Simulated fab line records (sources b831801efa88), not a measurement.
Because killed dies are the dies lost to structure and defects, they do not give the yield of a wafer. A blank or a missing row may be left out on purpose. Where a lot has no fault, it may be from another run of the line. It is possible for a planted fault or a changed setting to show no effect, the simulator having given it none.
Chamber matching    flow sfqLine    SFQ_TRILAYER_I4_VIA_ETCH_VIA_ETCH_106 on rieDiel-01: 4 sister chambers
The step etches SiO2 in CHF3, stops on Nb, target depth 260 nm. 16 wafers are shown with their chamber, then 8 later ones without.

## WAFERS PAIRED WITH THEIR CHAMBERS
wafer   chamber  drypumpMotorCurrentA (A)  oesProductAu (a.u.)
L962.1  3        5.9                       0.853
L962.2  2        5.7                       0.855
L962.6  3        5.9                       0.852
L964.3  0        6.4                       0.855
L964.4  1        4.9                       0.854
L964.5  0        6.4                       0.861
L965.2  0        6.4                       0.845
L965.5  0        6.4                       0.848
L965.6  1        4.9                       0.864
L968.2  2        5.8                       0.851
L968.3  0        6.4                       0.854
L968.5  0        6.4                       0.856
L970.1  3        5.8                       0.853
L970.2  2        5.8                       0.855
L970.3  0        6.4                       0.863
L971.1  2        5.8                       0.850

SIGNATURES (means of the wafers above)
reading               chamber 0  chamber 1  chamber 2  chamber 3  scatter within a chamber
drypumpMotorCurrentA  6.400      4.900      5.775      5.867      0.0344
oesProductAu          0.85457    0.85900    0.85275    0.85267    0.00517
Rule: a wafer's distance from a chamber is the root of the sum, over the readings, of the square of ((its reading less the chamber's mean) divided by the reading's scatter). If the next closest chamber is less than 2 further off than the closest, the wafer can't be placed; otherwise it belongs to the closest. The scatter is the square root of a quotient: the sum, over the shown wafers, of each reading's squared deviation from its chamber's mean, divided by wafers minus chambers.

## WAFERS WITH NO CHAMBER GIVEN
wafer   drypumpMotorCurrentA (A)  oesProductAu (a.u.)
L971.2  6.4                       0.858
L971.6  5.8                       0.845
L974.1  5.8                       0.858
L974.2  4.9                       0.866
L977.1  5.9                       0.859
L985.1  5.8                       0.857
L985.2  6.4                       0.846
L985.4  4.9                       0.849

## EACH ONE'S CHAMBER
wafer   from the rows above      in truth
L971.2  0                        0
L971.6  can't be placed: 2 or 3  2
L974.1  can't be placed: 2 or 3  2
L974.2  1                        1
L977.1  3                        3
L985.1  can't be placed: 2 or 3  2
L985.2  0                        0
L985.4  1                        1
Correct placement for 5 of the 8. Can't be placed from these rows: 3 (the true chamber is among the candidates in 3). Wrongly placed: 0.
